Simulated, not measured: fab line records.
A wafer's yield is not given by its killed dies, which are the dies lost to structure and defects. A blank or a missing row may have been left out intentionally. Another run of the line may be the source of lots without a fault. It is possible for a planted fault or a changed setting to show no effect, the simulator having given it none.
fab line records	flow sfq_line
record lots=13	wafers=39	last_day=97
route steps=325 shown I3@144 M4@149 I4@164
lots that met no fault: from a run of the same line without faults
start_h: the number of hours between the record's first day and the start of the first shown wafer of the lot	wait_h: hours from the lot's prior step to this one	" the same as in the row above	L1.1+2: a row that stands for several wafers	- no value present, or no start provided	* or withheld: withheld	< > ~ a bound
route shown NAME@n: a module of which the file shows steps, and the number in the route of the first	usual: the fault-free wafers' mean and standard deviation	same: alike in all rows	chamber/n: place in a boat	sites: the reading at each site	_std_site: how widely they spread, as a standard deviation	_edge_site: inner sites' mean taken away from outer sites' mean	radius_mm: for every site, how far away it sits from the centre of the wafer	mask NAME#n: copy n	behind: the most recent tool/chamber to have shaped the wafer	hold: why the lot was held/for how many hours/how that ended	device: names the non-switching transistor (n, p or np)	end of line: the tests these same wafers got at the end of their route	a step with no rows: only its recipe	killed: dies that structure and defects cost at the first sort, which is not the same as the wafer's yield	map: shows each die of a wafer: x if killed, . if not, _ if none is there
set.NAME: the setting the step ran with; set.NAME@STEP: the setting that earlier step ran with	model.NAME: the simulator's own value behind a step, which no gauge read
one table for each step of the route and one row for each wafer, over a sample of lots
services: when a tool's chamber went out of use (start_h, in hours from the record's first day, below 0 if earlier), for how many hours, and the reason
## steps
# step SFQ_TRILAYER_I3_VIA_BARC_OPEN_VIA_ETCH_121
# recipe mask_material=PR	chemistry=O2	target_depth_nm=125	target=BARC	source_w=500	bias_w=80	pressure_mtorr=31.19	time_s=41.7
# usual drypump_motor_current_A=5.8/0.62	oes_product_au=0.685/0.0051
lot.wafer	tool	chamber	start_h	wait_h	drypump_motor_current_A	oes_product_au	rf_hours_counter_h
L441.1	rie_diel-04	1	1102.29	0.0	5.4	0.678	16
L441.2	"	3	"	"	4.7	0.673	3
L441.5	"	3	"	"	4.7	0.689	-
L442.1	rie_diel-03	3	1131.19	0.0	4.8	0.687	10
L442.2	"	0	"	"	5.6	0.691	1
L442.5	"	2	"	"	6.4	0.683	-
L444.2	rie_diel-02	0	1134.59	0.0	6.0	0.682	10
L444.3	"	3	"	"	5.3	0.681	17
L444.6	"	3	"	"	5.3	0.682	-
L446.1	rie_diel-03	0	1162.84	0.0	5.6	0.692	1
L446.4	"	2	"	"	6.4	0.687	13
L446.5	"	1	"	"	6.4	0.682	-
L447.1	rie_diel-04	1	1173.34	0.0	5.4	0.689	17
L447.3	"	0	"	"	5.7	0.688	11
L447.6	"	0	"	"	5.7	0.686	-
L449.3	rie_diel-03	3	1345.88	0.0	4.8	0.691	13
L449.4	"	2	"	"	6.4	0.693	15
L449.5	"	0	"	"	5.6	0.690	-
L450.1	rie_diel-04	3	1350.68	0.0	4.7	0.687	6
L450.2	"	2	"	"	6.4	0.684	8
L450.3	"	1	"	"	5.4	0.681	1
L451.3	rie_diel-02	1	1357.88	0.0	6.6	0.685	8
L451.5	"	2	"	"	5.7	0.682	-
L451.6	"	3	"	"	5.3	0.687	-
L452.3	rie_diel-04	2	1368.68	0.0	6.4	0.685	8
L452.4	"	3	"	"	4.7	0.681	6
L452.5	"	2	"	"	6.4	0.684	-
L454.3	rie_diel-03	1	1387.88	0.0	6.3	0.685	4
L454.4	"	3	"	"	4.8	0.689	14
L454.5	"	0	"	"	5.7	0.694	-
L457.3	rie_diel-03	1	1425.21	0.0	6.4	0.677	5
L457.5	"	3	"	"	4.8	0.686	-
L457.6	"	0	"	"	5.6	0.684	-
L459.1	rie_diel-02	2	1430.01	0.0	5.7	0.675	11
L459.3	"	1	"	"	6.7	0.682	9
L459.4	"	0	"	"	6.0	0.678	14
L463.1	rie_diel-02	3	1458.39	0.0	5.3	0.692	4
L463.5	"	0	"	"	6.0	0.689	-
L463.6	"	3	"	"	5.3	0.688	-
# step SFQ_TRILAYER_M4_DEP_SPUTTER_091
# recipe material=Nb	base_pressure_pa=1.33e-06	chamber_pressure_pa=0.1333	substrate_temp_c=20	resputter_cathode_voltage_v=400	target_thk_nm=200	power_w=2000	time_s=133.3
# usual cathode_dc_power_W=2000.0/0.37	chamber_pressure_pa=0.13328/0.00023	throttle_valve_pct=29.7/1.1
lot.wafer	tool	chamber	start_h	wait_h	cathode_dc_power_W	chamber_pressure_pa	throttle_valve_pct
L441.1	pvd_sputter-04	-	1103.25	0.0	1999.7	0.13318	30.5
L441.2	"	-	"	"	2000.0	0.13345	29.8
L441.5	"	-	"	"	2000.0	0.13368	29.4
L442.1	pvd_sputter-06	-	1132.16	0.0	2000.3	0.13339	31.2
L442.2	"	-	"	"	2000.6	0.13315	28.6
L442.5	"	-	"	"	2000.1	0.1333	31.3
L444.2	pvd_sputter-06	-	1136.15	0.0	2000.2	0.13333	28.0
L444.3	"	-	"	"	2000.1	0.13316	28.7
L444.6	"	-	"	"	2000.5	0.13289	28.0
L446.1	pvd_sputter-06	-	1163.80	0.0	2000.1	0.13345	28.4
L446.4	"	-	"	"	1999.7	0.13355	31.6
L446.5	"	-	"	"	2000.5	0.13365	28.5
L447.1	pvd_sputter-05	-	1174.30	0.0	1999.8	0.13353	29.6
L447.3	"	-	"	"	2000.0	0.13308	30.6
L447.6	"	-	"	"	2000.3	0.13321	30.6
L449.3	pvd_sputter-06	-	1346.84	0.0	2000.3	0.13337	28.0
L449.4	"	-	"	"	2000.4	0.13305	31.3
L449.5	"	-	"	"	1999.7	0.13354	28.6
L450.1	pvd_sputter-05	-	1351.64	0.0	1999.9	0.13308	30.5
L450.2	"	-	"	"	1999.2	0.13346	30.3
L450.3	"	-	"	"	1999.5	0.13364	29.6
L451.3	pvd_sputter-05	-	1358.85	0.0	1999.5	0.13282	29.6
L451.5	"	-	"	"	2000.2	0.13308	30.6
L451.6	"	-	"	"	1999.9	0.13312	31.2
L452.3	pvd_sputter-04	-	1369.64	0.0	2000.0	0.13323	29.5
L452.4	"	-	"	"	1999.5	0.13325	28.5
L452.5	"	-	"	"	2000.2	0.13366	29.8
L454.3	pvd_sputter-06	-	1388.85	0.0	2000.2	0.13301	28.5
L454.4	"	-	"	"	2000.2	0.13322	28.6
L454.5	"	-	"	"	2000.3	0.13342	28.7
L457.3	pvd_sputter-04	-	1426.16	0.0	2000.2	0.13354	29.2
L457.5	"	-	"	"	1999.8	0.1332	29.2
L457.6	"	-	"	"	2000.1	0.13341	30.5
L459.1	pvd_sputter-06	-	1430.96	0.0	1999.4	0.10182	32.2
L459.3	"	-	"	"	1999.6	0.13315	31.4
L459.4	"	-	"	"	2000.7	0.13286	28.6
L463.1	pvd_sputter-05	-	1459.35	0.0	1999.7	0.1331	30.8
L463.5	"	-	"	"	2000.4	0.13327	29.4
L463.6	"	-	"	"	2000.2	0.13337	30.3
# step SFQ_TRILAYER_I4_CMP_CMP_100
# recipe material=SiO2	down_force_psi=3	platen_rpm=60	pad_velocity_m_s=0.94248
# usual edge_zone_pressure_frac=1.000/0.0047	motor_current_A=10.5/1.1	slurry_filter_dp_kPa=13.52/0.13	time_to_endpoint_s=218/5.7
lot.wafer	tool	chamber	start_h	wait_h	edge_zone_pressure_frac	motor_current_A	slurry_filter_dp_kPa	time_to_endpoint_s
L441.1	cmp-01	2	1254.02	0.9	0.998	11.7	13.44	212
L441.2	"	1	1255.52	2.4	1.003	10.7	13.61	215
L441.5	"	2	"	"	0.999	11.9	13.48	221
L442.1	cmp-02	1	1277.40	0.0	1.001	10.4	13.47	213
L442.2	"	0	1278.90	1.5	1.000	8.9	13.35	214
L442.5	"	1	"	"	0.998	10.9	13.66	219
L444.3	cmp-01	0	1287.27	2.7	1.009	9.4	13.47	210
L444.2	"	1	"	"	0.997	10.8	13.59	216
L444.6	"	0	1289.27	4.7	1.003	10.1	13.56	223
L446.4	cmp-01	1	1309.59	0.0	1.003	10.3	13.58	227
L446.1	"	3	1310.59	1.0	0.992	9.1	13.52	209
L446.5	"	2	1312.09	2.5	1.004	11.8	13.43	222
L447.3	cmp-01	3	1313.09	2.0	1.007	9.7	13.63	208
L447.1	"	1	1314.09	3.0	1.004	9.9	13.56	211
L447.6	"	3	1315.09	4.0	1.007	9.7	13.61	210
L449.4	cmp-02	0	1350.95	0.5	0.996	8.6	13.50	222
L449.3	"	2	1351.95	1.5	1.005	9.8	13.61	217
L449.5	"	0	1352.95	2.5	1.003	9.3	13.71	223
L450.1	cmp-01	2	1355.23	0.0	0.997	11.5	13.52	210
L450.3	"	3	"	"	0.997	9.6	13.39	209
L450.2	"	1	1356.73	1.5	1.003	10.1	13.43	219
L451.3	cmp-02	2	1363.23	0.0	0.992	10.0	13.44	213
L451.5	"	2	1365.23	2.0	1.004	10.1	13.74	219
L451.6	"	3	"	"	0.991	13.0	13.57	219
L452.3	cmp-01	3	1374.23	1.0	1.010	9.4	13.61	212
L452.4	"	0	"	"	1.002	9.8	13.60	212
L452.5	"	1	"	"	0.998	10.6	13.48	221
L454.4	cmp-02	1	1392.95	0.5	1.002	10.6	13.55	224
L454.3	"	2	"	"	1.004	10.0	13.63	223
L454.5	"	1	1394.95	2.5	1.009	9.9	13.31	221
L457.3	cmp-02	0	1463.74	2.8	1.007	9.0	13.82	228
L457.5	"	2	1464.74	3.8	1.003	10.5	13.87	233
L457.6	"	3	"	"	0.993	12.1	13.47	233
L459.3	cmp-01	1	1466.94	3.6	1.000	10.4	13.78	219
L459.4	"	3	1467.94	4.6	1.004	9.3	13.53	230
L459.1	"	0	"	"	0.999	9.3	13.67	215
L463.1	cmp-01	0	1477.44	6.2	0.992	10.4	13.64	215
L463.6	"	1	"	"	0.999	10.2	13.65	220
L463.5	"	2	"	"	1.001	12.3	13.58	223
# step SFQ_TRILAYER_I4_VIA_ETCH_VIA_ETCH_106
# recipe target=SiO2	stop_on=Nb	mask_material=PR	taper_deg=20	chemistry=CHF3	target_depth_nm=260	source_w=507.1	bias_w=80	pressure_mtorr=30	time_s=withheld
# usual drypump_motor_current_A=5.8/0.57	oes_product_au=0.855/0.0049
lot.wafer	tool	chamber	start_h	wait_h	drypump_motor_current_A	oes_product_au
L441.1	rie_diel-04	0	1409.65	0.0	5.6	0.854
L441.2	"	1	"	"	5.4	0.862
L441.5	"	2	"	"	6.4	0.853
L442.1	rie_diel-01	0	1426.45	0.0	6.3	0.853
L442.2	"	2	"	"	5.6	0.848
L442.5	"	2	"	"	5.6	0.853
L444.2	rie_diel-01	1	1437.25	0.0	6.2	0.860
L444.3	"	2	"	"	5.6	0.864
L444.6	"	3	"	"	5.8	0.854
L446.1	rie_diel-01	1	1457.23	0.0	6.2	0.856
L446.4	"	2	"	"	5.6	0.853
L446.5	"	1	"	"	6.2	0.854
L447.1	rie_diel-04	1	1460.83	0.0	5.4	0.849
L447.3	"	0	"	"	5.7	0.850
L447.6	"	1	"	"	5.4	0.856
L449.3	rie_diel-03	1	1496.61	0.0	6.3	0.850
L449.4	"	3	"	"	4.8	0.861
L449.5	"	0	"	"	5.6	0.853
L450.1	rie_diel-03	0	1500.21	0.0	5.6	0.853
L450.2	"	1	"	"	6.3	0.850
L450.3	"	3	"	"	4.8	0.850
L451.3	rie_diel-04	0	1506.21	0.0	5.7	0.854
L451.5	"	0	"	"	5.7	0.852
L451.6	"	1	"	"	5.4	0.852
L452.3	rie_diel-01	2	1513.41	0.0	5.6	0.863
L452.4	"	1	"	"	6.2	0.860
L452.5	"	1	"	"	6.3	0.860
L454.3	rie_diel-03	0	1521.81	0.0	5.6	0.856
L454.4	"	2	"	"	6.4	0.860
L454.5	"	3	"	"	4.8	0.855
L457.3	rie_diel-01	3	1577.45	0.0	5.8	0.856
L457.5	"	1	"	"	6.3	0.853
L457.6	"	0	"	"	6.3	0.859
L459.1	rie_diel-04	1	1579.85	0.0	5.4	0.853
L459.3	"	2	"	"	6.4	0.853
L459.4	"	0	"	"	5.7	0.845
L463.1	rie_diel-01	2	1584.65	0.0	5.6	0.846
L463.5	"	3	"	"	5.8	0.857
L463.6	"	2	"	"	5.6	0.854
## services
tool	chamber	start_h	hours	kind
cmp-01	-	1091.61	0.4	repair
cmp-01	-	1107.48	0.3	repair
rie_diel-03	1	1108.10	2.3	repair
rie_diel-03	-	1134.63	0.4	repair
cmp-01	-	1173.15	1.4	repair
rie_diel-03	-	1207.58	1.6	repair
rie_diel-03	2	1207.96	27.4	repair
cmp-01	-	1226.43	8.8	repair
cmp-01	-	1258.02	4.0	pm
rie_diel-04	2	1294.29	6.7	repair
cmp-01	-	1306.96	1.9	repair
rie_diel-04	-	1334.90	2.8	pm
cmp-01	-	1340.86	4.4	repair
rie_diel-03	1	1358.03	2.4	repair
cmp-01	-	1358.64	5.7	repair
cmp-01	-	1359.10	1.3	repair
cmp-01	-	1362.82	1.3	repair
rie_diel-03	3	1380.53	6.0	repair
cmp-01	-	1393.12	7.4	pm
cmp-01	-	1401.89	0.2	repair
cmp-01	-	1422.56	15.2	pm
rie_diel-03	3	1469.49	1.9	repair
cmp-01	-	1487.99	0.3	repair
rie_diel-04	1	1488.43	8.9	repair
## key
first_sign step=SFQ_TRILAYER_M4_DEP_SPUTTER_091	reading=chamber_pressure_pa	direction=down	sigmas=99+	usual=0.13328	struck=0.10182
effect none on later readings
met_at SFQ_TRILAYER_M4_DEP_SPUTTER_091
struck_lots L459
struck_wafers L459.1
not_acting_at SFQ_TRILAYER_I3_VIA_BARC_OPEN_VIA_ETCH_121,SFQ_TRILAYER_I4_CMP_CMP_100,SFQ_TRILAYER_I4_VIA_ETCH_VIA_ETCH_106
onset_between 1346.84 1430.96
fault kind=process_parameter_drift	tool=pvd_sputter-06	chamber=-	onset_h=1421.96	steps=SFQ_TRILAYER_M4_DEP_SPUTTER_091	channel=chamber_pressure_pa	offset=-0.031074	shape=step	end_h=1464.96	acts_in=these_recipes_only	stated=0.1333	scope=struck_wafers_only
